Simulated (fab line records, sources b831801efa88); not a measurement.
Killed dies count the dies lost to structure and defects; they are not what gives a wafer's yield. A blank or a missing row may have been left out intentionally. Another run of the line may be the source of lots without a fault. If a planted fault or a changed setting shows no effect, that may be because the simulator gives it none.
fab line records + flow sky130
record
- lots=6
- wafers=18
- last-day=51
route steps=708 shown NWELL@65 PAD_OPEN@708
lots that met no fault: from a run of the same line without faults
start-h: start of the lot's first displayed wafer, in hours after the record's first day + wait-h: hours since the lot's step before + " identical to the entry in the row above + L1.1+2: a row that stands for several wafers + - no value present, or no start provided + * or withheld: withheld + < > ~ a bound
route shown NAME@n: NAME is a module with steps in the file, n the number in the route of the first one + usual: average and standard deviation across the fault-free wafers + same: alike in all rows + chamber/n: place in a boat + sites: each site's reading + _std_site: the standard deviation of these + _edge_site: mean of outer sites minus mean of inner sites + radius-mm: for every site, how far away it sits from the centre of the wafer + mask NAME#n: copy n + behind: tool/chamber where the wafer was last shaped + hold: why the lot was held/for how many hours/how that ended + device: the n, p or np transistor that did not switch + end of line: the tests these same wafers got at the end of their route + a step given without rows: its recipe and nothing more + killed: the dies lost at the first sort to structure and to defects; this is not the yield of the wafer + map: the dies of a wafer, with x for killed, . for not killed, _ for no die there
set.NAME: the setting that was run; set.NAME@STEP: the one run at that earlier step + model.NAME: the simulator's own value behind a step, which no gauge read
lots at some steps of the route; a table a step, a row a wafer
services: a tool's chamber out of use, with start hour (start-h, from the record's first day; less than 0 if before it), hours out, and reason
## steps
# step SKY_NWELL_IMPLANT_12
# recipe
- species=P
- energy-kev=120
- dose-cm2=1.3e+12
- tilt-deg=withheld
# step SKY_NWELL_IMPLANT_13
# recipe
- species=P
- energy-kev=50
- dose-cm2=7e+11
- tilt-deg=withheld
# step SKY_NWELL_STRIP_14
# recipe
- chemistry=O2/N2
- power-w=1400
- pressure-mtorr=1500
- platen-temp-c=withheld
- o2-flow-sccm=3000
- n2-flow-sccm=300
- overash-fraction=0.5
# usual
- drypump-motor-current-A=5.5/0.41
- oes-product-au=0.722/0.0048
- strip-time-to-endpoint-s=36.94/0.1
# same
- overash-fraction=0.5
| lot.wafer | tool            | chamber | start-h | wait-h | drypump-motor-current-A | oes-product-au | rf-hours-counter-h | strip-time-to-endpoint-s |
|-----------|-----------------|---------|---------|--------|-------------------------|----------------|--------------------|--------------------------|
| L960.3    | plasma-asher-04 | 1       | 93.56   | 0.1    | 5.6                     | 0.715          | -                  | 37.14                    |
| L960.5    | "               | 0       | "       | "      | 5.8                     | 0.727          | -                  | 37.11                    |
| L960.6    | "               | 1       | "       | "      | 5.6                     | 0.719          | -                  | 37.06                    |
| L967.1    | plasma-asher-02 | 0       | 134.27  | 0.1    | 5.6                     | 0.721          | 43                 | 36.96                    |
| L967.5    | "               | 0       | "       | "      | 5.6                     | 0.713          | -                  | 36.97                    |
| L967.6    | "               | 1       | "       | "      | 5.3                     | 0.720          | -                  | 36.99                    |
| L974.2    | plasma-asher-02 | 1       | 176.92  | 0.1    | 5.3                     | 0.722          | 47                 | 36.74                    |
| L974.3    | "               | 1       | "       | "      | 5.3                     | 0.724          | -                  | 36.77                    |
| L974.6    | "               | 1       | "       | "      | 5.3                     | 0.725          | -                  | 36.81                    |
| L975.2    | plasma-asher-04 | 1       | 182.87  | 0.1    | 5.6                     | 0.715          | 49                 | 36.88                    |
| L975.3    | "               | 1       | "       | "      | 5.6                     | 0.730          | -                  | 36.80                    |
| L975.4    | "               | 0       | "       | "      | 5.8                     | 0.723          | -                  | 36.80                    |
| L977.1    | plasma-asher-01 | 0       | 190.07  | 0.1    | 4.7                     | 0.720          | 7                  | 36.68                    |
| L977.2    | "               | 1       | "       | "      | 5.9                     | 0.723          | 7                  | 36.83                    |
| L977.6    | "               | 1       | "       | "      | 5.9                     | 0.723          | -                  | 36.91                    |
| L978.3    | plasma-asher-02 | 0       | 196.21  | 0.1    | 5.6                     | 0.718          | -                  | 36.96                    |
| L978.4    | "               | 1       | "       | "      | 5.3                     | 0.721          | -                  | 37.05                    |
| L978.5    | "               | 1       | "       | "      | 5.3                     | 0.724          | -                  | 36.93                    |
# step SKY_NWELL_TW_MEAS_15
# usual
- NWELL_TW=1822/18
| lot.wafer | tool          | chamber | start-h | wait-h | NWELL_TW |
|-----------|---------------|---------|---------|--------|----------|
| L960.3    | film-metro-01 | -       | 93.64   | 0.1    | 1822     |
| L960.5    | "             | -       | "       | "      | 1832     |
| L960.6    | "             | -       | "       | "      | 1826     |
| L967.1    | film-metro-01 | -       | 134.37  | 0.1    | 1829     |
| L967.5    | "             | -       | "       | "      | 1844     |
| L967.6    | "             | -       | "       | "      | 1842     |
| L974.2    | film-metro-01 | -       | 177.03  | 0.1    | 1819     |
| L974.3    | "             | -       | "       | "      | 1834     |
| L974.6    | "             | -       | "       | "      | 1823     |
| L975.2    | film-metro-03 | -       | 182.98  | 0.1    | 1779     |
| L975.3    | "             | -       | "       | "      | 1794     |
| L975.4    | "             | -       | "       | "      | 1783     |
| L977.1    | film-metro-03 | -       | 190.17  | 0.1    | 1795     |
| L977.2    | "             | -       | "       | "      | 1808     |
| L977.6    | "             | -       | "       | "      | 1792     |
| L978.3    | film-metro-04 | -       | 196.29  | 0.1    | 1833     |
| L978.4    | "             | -       | "       | "      | 1844     |
| L978.5    | "             | -       | "       | "      | 1838     |
# step SKY_NWELL_DEHYDRATE_16
# recipe
- temp-c=200
- time-s=60
# step SKY_NWELL_HMDS_17
# recipe
- prime-time-s=60
- prime-temp-c=120
# step SKY_NWELL_COAT_18
# recipe
- spin-rpm=2000
- resist-thk-nm=3000
# step SKY_NWELL_SOFTBAKE_19
# recipe
- temp-c=110
- time-s=withheld
# step SKY_NWELL_EXPOSE_20
# recipe
- mask-id=NWM_COMPLEMENT
- na=0.6
- source-shape=conventional
- sigma-outer=0.6
- polarization=unpolarized
- target-cd-nm=840
- dose-mj=260
# step SKY_NWELL_PEB_21
# recipe
- temp-c=115
- time-s=withheld
# step SKY_NWELL_DEVELOP_22
# recipe
- wall-angle-deg=90
- developer=TMAH
- develop-time-s=60
- dev-temp-c=23
# step SKY_NWELL_OVL_MEAS_23
# usual
- NWELL_01_OVL=0.5/1.4
| lot.wafer | tool       | chamber | start-h | wait-h | NWELL_01_OVL[nm] |
|-----------|------------|---------|---------|--------|------------------|
| L960.3    | overlay-01 | -       | 110.79  | -      | -0.6             |
| L960.5    | "          | -       | "       | "      | 0.6              |
| L960.6    | "          | -       | "       | "      | -0.1             |
| L967.1    | overlay-02 | -       | 154.14  | -      | 1.0              |
| L967.5    | "          | -       | "       | "      | 0.7              |
| L967.6    | "          | -       | "       | "      | -1.6             |
| L974.2    | overlay-02 | -       | 197.84  | -      | -0.7             |
| L974.3    | "          | -       | "       | "      | 0.9              |
| L974.6    | "          | -       | "       | "      | 0.9              |
| L975.2    | overlay-02 | -       | 202.99  | -      | 2.8              |
| L975.3    | "          | -       | "       | "      | 1.7              |
| L975.4    | "          | -       | "       | "      | 1.4              |
| L977.1    | overlay-01 | -       | 210.84  | -      | -0.2             |
| L977.2    | "          | -       | "       | "      | -1.5             |
| L977.6    | "          | -       | "       | "      | 0.0              |
| L978.3    | overlay-02 | -       | 217.50  | -      | 0.9              |
| L978.4    | "          | -       | "       | "      | 2.7              |
| L978.5    | "          | -       | "       | "      | 0.1              |
# step SKY_NWELL_IMPLANT_24
# recipe
- species=B
- energy-kev=140
- dose-cm2=9.2e+12
- tilt-deg=withheld
# usual
- beam-on-s=10.01/0.21
- dose-ions-cm2=9.2e+12/8.5e+09
- faraday-current-uA=51.9/1.1
| lot.wafer | tool         | chamber | start-h | wait-h | beam-on-s | dose-ions-cm2 | faraday-current-uA |
|-----------|--------------|---------|---------|--------|-----------|---------------|--------------------|
| L960.3    | implanter-01 | 0       | 111.22  | 0.4    | 9.74      | 9.203e+12     | 53.4               |
| L960.5    | "            | 0       | "       | "      | 10.53     | 9.2e+12       | 49.1               |
| L960.6    | "            | 0       | "       | "      | 10.14     | 9.207e+12     | 51.1               |
| L967.1    | implanter-04 | 0       | 154.17  | 0.0    | 9.91      | 9.19e+12      | 52.2               |
| L967.5    | "            | 0       | "       | "      | 9.76      | 9.191e+12     | 53.1               |
| L967.6    | "            | 0       | "       | "      | 9.96      | 9.207e+12     | 51.9               |
| L974.2    | implanter-01 | 0       | 197.90  | 0.0    | 9.94      | 7.853e+12     | 44.3               |
| L974.3    | "            | 0       | "       | "      | 9.86      | 7.846e+12     | 45.3               |
| L974.6    | "            | 0       | "       | "      | 10.03     | 7.851e+12     | 44.1               |
| L975.2    | implanter-01 | 0       | 203.05  | 0.0    | 9.71      | 7.854e+12     | 45.5               |
| L975.3    | "            | 0       | "       | "      | 9.92      | 7.862e+12     | 44.6               |
| L975.4    | "            | 0       | "       | "      | 10.51     | 7.862e+12     | 41.9               |
| L977.1    | implanter-02 | 0       | 210.87  | 0.0    | 9.57      | 9.209e+12     | 54.1               |
| L977.2    | "            | 0       | "       | "      | 10.13     | 9.209e+12     | 51.3               |
| L977.6    | "            | 0       | "       | "      | 10.30     | 9.225e+12     | 50.4               |
| L978.3    | implanter-04 | 0       | 217.57  | 0.1    | 10.20     | 9.209e+12     | 50.9               |
| L978.4    | "            | 0       | "       | "      | 9.75      | 9.208e+12     | 53.0               |
| L978.5    | "            | 0       | "       | "      | 9.78      | 9.207e+12     | 52.9               |
# step SKY_NWELL_STRIP_25
# recipe
- chemistry=O2/N2
- power-w=1400
- pressure-mtorr=1500
- platen-temp-c=withheld
- o2-flow-sccm=3000
- n2-flow-sccm=300
- overash-fraction=0.5
# usual
- drypump-motor-current-A=5.6/0.33
- oes-product-au=0.722/0.0046
- strip-time-to-endpoint-s=36.92/0.1
# same
- overash-fraction=0.5
| lot.wafer | tool            | chamber | start-h | wait-h | drypump-motor-current-A | oes-product-au | rf-hours-counter-h | strip-time-to-endpoint-s |
|-----------|-----------------|---------|---------|--------|-------------------------|----------------|--------------------|--------------------------|
| L960.3    | plasma-asher-02 | 1       | 111.36  | 0.1    | 5.3                     | 0.726          | -                  | 37.09                    |
| L960.5    | "               | 1       | "       | "      | 5.3                     | 0.725          | -                  | 37.17                    |
| L960.6    | "               | 0       | "       | "      | 5.6                     | 0.717          | -                  | 37.13                    |
| L967.1    | plasma-asher-04 | 0       | 154.32  | 0.1    | 5.7                     | 0.720          | 46                 | 36.97                    |
| L967.5    | "               | 1       | "       | "      | 5.6                     | 0.714          | -                  | 36.90                    |
| L967.6    | "               | 0       | "       | "      | 5.7                     | 0.722          | -                  | 37.04                    |
| L974.2    | plasma-asher-01 | 1       | 198.02  | 0.1    | 5.9                     | 0.720          | 8                  | 36.80                    |
| L974.3    | "               | 1       | "       | "      | 5.9                     | 0.723          | -                  | 36.89                    |
| L974.6    | "               | 0       | "       | "      | 4.7                     | 0.723          | -                  | 36.81                    |
| L975.2    | plasma-asher-01 | 1       | 203.17  | 0.1    | 5.9                     | 0.713          | 8                  | 36.82                    |
| L975.3    | "               | 0       | "       | "      | 4.7                     | 0.723          | -                  | 36.92                    |
| L975.4    | "               | 1       | "       | "      | 5.9                     | 0.725          | -                  | 36.93                    |
| L977.1    | plasma-asher-04 | 1       | 211.02  | 0.1    | 5.6                     | 0.716          | 51                 | 36.88                    |
| L977.2    | "               | 0       | "       | "      | 5.7                     | 0.726          | 51                 | 36.94                    |
| L977.6    | "               | 1       | "       | "      | 5.6                     | 0.722          | -                  | 36.89                    |
| L978.3    | plasma-asher-04 | 1       | 217.71  | 0.1    | 5.7                     | 0.718          | -                  | 36.84                    |
| L978.4    | "               | 0       | "       | "      | 5.7                     | 0.720          | -                  | 36.80                    |
| L978.5    | "               | 0       | "       | "      | 5.7                     | 0.721          | -                  | 36.92                    |
# step SKY_NWELL_TW_MEAS_26
# usual
- NWELL_2_TW=496/5.6
| lot.wafer | tool          | chamber | start-h | wait-h | hold                     | NWELL_2_TW |
|-----------|---------------|---------|---------|--------|--------------------------|------------|
| L960.3    | film-metro-04 | -       | 111.44  | 0.1    | -                        | 499        |
| L960.5    | "             | -       | "       | "      | -                        | 501        |
| L960.6    | "             | -       | "       | "      | -                        | 502        |
| L967.1    | film-metro-01 | -       | 154.42  | 0.1    | -                        | 497        |
| L967.5    | "             | -       | "       | "      | -                        | 494        |
| L967.6    | "             | -       | "       | "      | -                        | 496        |
| L974.2    | film-metro-03 | -       | 198.13  | 0.1    | await-dispo/0.2h/release | 466        |
| L974.3    | "             | -       | "       | "      | await-dispo/0.2h/release | 464        |
| L974.6    | "             | -       | "       | "      | await-dispo/0.2h/release | 464        |
| L974.2    | film-metro-03 | -       | 198.36  | 0.2    | -                        | 464        |
| L974.3    | "             | -       | "       | "      | -                        | 466        |
| L974.6    | "             | -       | "       | "      | -                        | 465        |
| L975.2    | film-metro-04 | -       | 203.28  | 0.1    | -                        | 478        |
| L975.3    | "             | -       | "       | "      | -                        | 474        |
| L975.4    | "             | -       | "       | "      | -                        | 478        |
| L977.1    | film-metro-01 | -       | 211.12  | 0.1    | -                        | 500        |
| L977.2    | "             | -       | "       | "      | -                        | 501        |
| L977.6    | "             | -       | "       | "      | -                        | 501        |
| L978.3    | film-metro-01 | -       | 217.79  | 0.1    | -                        | 499        |
| L978.4    | "             | -       | "       | "      | -                        | 500        |
| L978.5    | "             | -       | "       | "      | -                        | 499        |
# step SKY_PAD_OPEN_PROBE_99
# usual
- killed_at_M0_to_M3=42/7.3
- killed_at_M4_up=3.4/2
- killed-at-contacts=24/5.6
- killed-at-front-end=16/4.5
- killed-at-other=0.2/0.51
- killed-dies=86/9.8
- killed-open=46/7
- killed-short=40/6.7
# same
- gross-dies=492
- killed-at-back-side=0
| lot.wafer | tool      | chamber | start-h | wait-h | killed_at_M0_to_M3 | killed_at_M4_up | killed-at-contacts | killed-at-front-end | killed-at-other | killed-dies | killed-open | killed-short | model.etest.pfet_16v.r-on-ohm-um | model.etest.res-iso-pwell.rs-ohm-sq | model.etest.res-pwell-under-gate.rs-ohm-sq | model.etest.res-iso-pwell.line-ohm-um | model.etest.pfet_16v.drive-ua-um | model.etest.field-n.vt-v | model.etest.nfet_05v0_nvt.vt-sat-v | model.etest.nfet_05v0_nvt.vt-v |
|-----------|-----------|---------|---------|--------|--------------------|-----------------|--------------------|---------------------|-----------------|-------------|-------------|--------------|----------------------------------|-------------------------------------|--------------------------------------------|---------------------------------------|----------------------------------|--------------------------|------------------------------------|--------------------------------|
| L960.3    | prober-01 | -       | 1100.05 | 0.2    | 34                 | 1               | 20                 | 14                  | 0               | 69          | 44          | 24           | 1.479e+04                        | 2575                                | 2287                                       | 972.7                                 | 246.9                            | 33.98                    | 0.2816                             | 0.308                          |
| L960.5    | prober-01 | -       | 1100.15 | 0.2    | 49                 | 5               | 23                 | 10                  | 0               | 87          | 45          | 41           | 1.51e+04                         | 2668                                | 2275                                       | 1005                                  | 240.8                            | 35.03                    | 0.2792                             | 0.3062                         |
| L960.6    | prober-01 | -       | 1100.20 | 0.2    | 42                 | 5               | 17                 | 11                  | 0               | 75          | 44          | 31           | 1.484e+04                        | 2488                                | 2272                                       | 937.4                                 | 245.1                            | 33.24                    | 0.285                              | 0.313                          |
| L967.1    | prober-01 | -       | 1125.03 | 0.1    | 44                 | 4               | 19                 | 18                  | 0               | 85          | 40          | 44           | 1.547e+04                        | 2919                                | 2280                                       | 1092                                  | 237.7                            | 36.15                    | 0.2864                             | 0.3118                         |
| L967.5    | prober-01 | -       | 1125.23 | 0.2    | 49                 | 4               | 18                 | 20                  | 0               | 91          | 47          | 44           | 1.525e+04                        | 2872                                | 2297                                       | 1083                                  | 238.8                            | 35.76                    | 0.2921                             | 0.3195                         |
| L967.6    | prober-01 | -       | 1125.28 | 0.2    | 46                 | 1               | 21                 | 12                  | 0               | 80          | 49          | 31           | 1.545e+04                        | 2897                                | 2270                                       | 1086                                  | 236.4                            | 35.98                    | 0.2834                             | 0.3082                         |
| L974.2    | prober-01 | -       | 1210.91 | 0.1    | 42                 | 4               | 21                 | 16                  | 0               | 83          | 48          | 34           | 1.617e+04                        | 3305                                | 2522                                       | 1255                                  | 230.6                            | 33.31                    | 0.279                              | 0.3066                         |
| L974.3    | prober-01 | -       | 1210.96 | 0.2    | 39                 | 2               | 23                 | 15                  | 0               | 79          | 45          | 34           | 1.649e+04                        | 3342                                | 2537                                       | 1260                                  | 226.2                            | 33.41                    | 0.2837                             | 0.309                          |
| L974.6    | prober-01 | -       | 1211.11 | 0.2    | 36                 | 3               | 15                 | 19                  | 0               | 73          | 41          | 32           | 1.61e+04                         | 3220                                | 2532                                       | 1200                                  | 231.3                            | 32.59                    | 0.2814                             | 0.3081                         |
| L978.3    | prober-02 | -       | 1212.46 | 0.2    | 51                 | 2               | 20                 | 18                  | 0               | 91          | 46          | 44           | 1.547e+04                        | 3298                                | 2304                                       | 1258                                  | 244.3                            | 36.15                    | 0.2874                             | 0.3091                         |
| L978.4    | prober-02 | -       | 1212.51 | 0.2    | 25                 | 2               | 21                 | 15                  | 0               | 63          | 34          | 28           | 1.535e+04                        | 3237                                | 2303                                       | 1228                                  | 245.2                            | 36.16                    | 0.286                              | 0.3094                         |
| L978.5    | prober-02 | -       | 1212.56 | 0.2    | 51                 | 0               | 22                 | 11                  | 1               | 85          | 51          | 33           | 1.538e+04                        | 3303                                | 2301                                       | 1250                                  | 246.6                            | 36.3                     | 0.2909                             | 0.3155                         |
| L975.2    | prober-02 | -       | 1214.56 | 0.1    | 38                 | 1               | 27                 | 11                  | 0               | 77          | 44          | 33           | 1.629e+04                        | 3571                                | 2513                                       | 1371                                  | 231.8                            | 33.17                    | 0.2732                             | 0.2999                         |
| L975.3    | prober-02 | -       | 1214.61 | 0.2    | 35                 | 8               | 44                 | 16                  | 0               | 103         | 51          | 52           | 1.658e+04                        | 3822                                | 2531                                       | 1466                                  | 224.8                            | 33.5                     | 0.2803                             | 0.3068                         |
| L975.4    | prober-02 | -       | 1214.66 | 0.2    | 35                 | 7               | 40                 | 11                  | 0               | 93          | 46          | 47           | 1.625e+04                        | 3674                                | 2540                                       | 1384                                  | 229.7                            | 33.23                    | 0.2791                             | 0.3063                         |
| L977.1    | prober-02 | -       | 1221.93 | 0.1    | 37                 | 4               | 15                 | 12                  | 0               | 68          | 38          | 30           | 1.531e+04                        | 2929                                | 2264                                       | 1108                                  | 242                              | 36.41                    | 0.2829                             | 0.3063                         |
| L977.2    | prober-02 | -       | 1221.98 | 0.1    | 41                 | 4               | 23                 | 15                  | 0               | 83          | 45          | 37           | 1.505e+04                        | 2878                                | 2248                                       | 1079                                  | 242.7                            | 36.15                    | 0.2824                             | 0.3052                         |
| L977.6    | prober-02 | -       | 1222.18 | 0.2    | 42                 | 7               | 20                 | 20                  | 0               | 89          | 47          | 42           | 1.521e+04                        | 2877                                | 2268                                       | 1080                                  | 244.2                            | 36.16                    | 0.2807                             | 0.3069                         |
# killed by level:class
L960.3 VIA1:geometric-particle:open=9 LI_CONTACT:geometric-particle:open=6 LOCAL_INTERCONNECT:geometric-particle:short=6 POLY_GATE:geometric-particle:open=5 VIA3:geometric-particle:open=5 METAL1:geometric-particle:short=4 CONTACT:geometric-particle:open=4 METAL1:geometric-particle:open=4
L960.5 VIA1:geometric-particle:open=12 LI_CONTACT:geometric-particle:open=9 VIA3:geometric-particle:open=9 CONTACT:geometric-particle:open=5 METAL1:geometric-particle:short=5 METAL2:geometric-particle:short=4 VIA2:geometric-particle:short=4 VIA3:geometric-particle:short=4
L960.6 VIA3:geometric-particle:open=9 VIA1:geometric-particle:open=8 VIA1:geometric-particle:short=5 POLY_GATE:geometric-particle:short=4 LI_CONTACT:geometric-particle:open=4 CONTACT:geometric-particle:open=4 METAL2:geometric-particle:open=4 VIA2:geometric-particle:open=4
L967.1 METAL1:geometric-particle:short=7 VIA1:geometric-particle:open=7 LI_CONTACT:geometric-particle:open=6 VIA3:geometric-particle:open=6 FIELD_ISO:geometric-particle:short=5 CONTACT:geometric-particle:short=5 VIA1:geometric-particle:short=5 POLY_GATE:geometric-particle:open=4
L967.5 VIA2:geometric-particle:open=11 CONTACT:geometric-particle:open=10 FIELD_ISO:geometric-particle:open=8 VIA1:geometric-particle:open=8 FIELD_ISO:geometric-particle:short=7 METAL2:geometric-particle:short=7 METAL1:geometric-particle:short=5 VIA2:geometric-particle:short=5
L967.6 VIA2:geometric-particle:open=11 VIA3:geometric-particle:open=10 CONTACT:geometric-particle:open=7 LI_CONTACT:geometric-particle:open=6 METAL1:geometric-particle:short=6 VIA1:geometric-particle:open=5 FIELD_ISO:geometric-particle:open=4 METAL2:geometric-particle:short=4
L974.2 VIA2:geometric-particle:open=14 CONTACT:geometric-particle:open=9 METAL2:geometric-particle:short=8 VIA1:geometric-particle:open=7 POLY_GATE:geometric-particle:open=6 LI_CONTACT:geometric-particle:open=4 CONTACT:geometric-particle:short=4 METAL1:geometric-particle:short=4
L974.3 VIA1:geometric-particle:open=9 FIELD_ISO:geometric-particle:short=7 LI_CONTACT:geometric-particle:open=7 CONTACT:geometric-particle:open=7 VIA3:geometric-particle:open=7 VIA2:geometric-particle:open=6 LOCAL_INTERCONNECT:geometric-particle:short=5 POLY_GATE:geometric-particle:open=4
L974.6 VIA2:geometric-particle:open=10 METAL2:geometric-particle:short=7 CONTACT:geometric-particle:open=7 FIELD_ISO:geometric-particle:open=6 POLY_GATE:geometric-particle:open=4 VIA1:geometric-particle:open=4 VIA1:geometric-particle:short=4 FIELD_ISO:geometric-particle:short=3
L978.3 METAL2:geometric-particle:short=12 CONTACT:geometric-particle:open=8 VIA1:geometric-particle:open=8 VIA3:geometric-particle:open=6 FIELD_ISO:geometric-particle:short=5 LI_CONTACT:geometric-particle:open=5 VIA1:geometric-particle:short=5 VIA2:geometric-particle:open=5
L978.4 FIELD_ISO:geometric-particle:short=5 LI_CONTACT:geometric-particle:open=5 CONTACT:geometric-particle:short=5 CONTACT:geometric-particle:open=5 VIA1:geometric-particle:open=5 VIA3:geometric-particle:open=5 POLY_GATE:geometric-particle:open=4 LOCAL_INTERCONNECT:geometric-particle:short=4
L978.5 VIA2:geometric-particle:open=12 VIA3:geometric-particle:open=9 VIA1:geometric-particle:open=8 CONTACT:geometric-particle:short=6 METAL2:geometric-particle:short=6 LI_CONTACT:geometric-particle:open=5 VIA1:geometric-particle:short=5 CONTACT:geometric-particle:open=5
L975.2 VIA1:geometric-particle:open=9 LI_CONTACT:geometric-particle:open=7 LOCAL_INTERCONNECT:geometric-particle:short=7 CONTACT:geometric-particle:open=6 VIA2:geometric-particle:open=5 METAL2:geometric-particle:short=5 VIA3:geometric-particle:open=5 FIELD_ISO:geometric-particle:open=4
L975.3 LI_CONTACT:geometric-particle:open=14 CONTACT:geometric-particle:open=11 CONTACT:geometric-particle:short=10 METAL2:geometric-particle:short=8 VIA1:geometric-particle:open=7 POLY_GATE:geometric-particle:short=6 METAL4:geometric-particle:short=6 VIA3:geometric-particle:open=6
L975.4 CONTACT:geometric-particle:open=16 LI_CONTACT:geometric-particle:open=13 METAL1:geometric-particle:short=9 METAL4:geometric-particle:short=6 CONTACT:geometric-particle:short=5 VIA1:geometric-particle:open=5 LOCAL_INTERCONNECT:geometric-particle:short=4 METAL2:geometric-particle:short=4
L977.1 VIA3:geometric-particle:open=10 VIA1:geometric-particle:open=7 VIA2:geometric-particle:open=6 FIELD_ISO:geometric-particle:open=5 CONTACT:geometric-particle:open=5 METAL2:geometric-particle:short=5 POLY_GATE:geometric-particle:short=4 LI_CONTACT:geometric-particle:open=4
L977.2 CONTACT:geometric-particle:open=11 METAL2:geometric-particle:short=9 VIA1:geometric-particle:open=8 FIELD_ISO:geometric-particle:short=7 VIA2:geometric-particle:open=7 VIA3:geometric-particle:open=7 LOCAL_INTERCONNECT:geometric-particle:short=5 CONTACT:geometric-particle:short=4
L977.6 FIELD_ISO:geometric-particle:open=8 CONTACT:geometric-particle:open=8 VIA1:geometric-particle:open=8 CONTACT:geometric-particle:short=6 METAL1:geometric-particle:short=6 POLY_GATE:geometric-particle:open=5 VIA1:geometric-particle:short=5 VIA2:geometric-particle:short=5
## services
| tool            | chamber | start-h | hours | kind       |
|-----------------|---------|---------|-------|------------|
| plasma-asher-01 | -       | 108.75  | 9.0   | pm         |
| plasma-asher-01 | 0       | 108.75  | 9.0   | vent-cycle |
| plasma-asher-01 | 1       | 108.75  | 9.0   | vent-cycle |
| implanter-04    | -       | 111.22  | 1.6   | repair     |
| plasma-asher-01 | 0       | 117.75  | -     | clean      |
| plasma-asher-01 | 1       | 117.75  | -     | clean      |
| implanter-01    | -       | 150.38  | 5.6   | pm         |
| implanter-04    | -       | 187.24  | 8.6   | repair     |
| plasma-asher-02 | -       | 188.66  | 0.8   | repair     |
| implanter-04    | -       | 197.06  | 4.2   | pm         |
## key
first-sign
- step=SKY_NWELL_IMPLANT_24
- reading=dose-ions-cm2
- direction=down
- sigmas=99+
- usual=*
- struck=*
effect
- step=SKY_NWELL_IMPLANT_24
- reading=faraday-current-uA
- direction=down
- sigmas=7
- usual=51.9
- struck=44.3
effect
- step=SKY_NWELL_TW_MEAS_26
- reading=visit
- direction=added
model-effect
- step=SKY_PAD_OPEN_PROBE_99
- value=etest.pfet_16v.r-on-ohm-um
- without=1.507e+04
- struck=1.631e+04
met-at SKY_NWELL_IMPLANT_24
struck-wafers L974.2,L974.3,L974.6,L975.2,L975.3,L975.4
tester-left-out L974,L975
onset-between 111.22 197.90
fault
- kind=process-parameter-drift
- tool=implanter-01
- chamber=-
- onset-h=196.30
- steps=SKY_NWELL_IMPLANT_24
- channel=dose-cm2
- offset=*
- shape=step
- end-h=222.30
- acts-in=*
- stated=*
# tester-left-out: of these lots the tester's yield and bins aren't shown, on N5 and GAA mostly nor the transistor test; their killed dies are dies lost to structure and defects alone, not to doping, threshold or leakage, so they don't give the yield
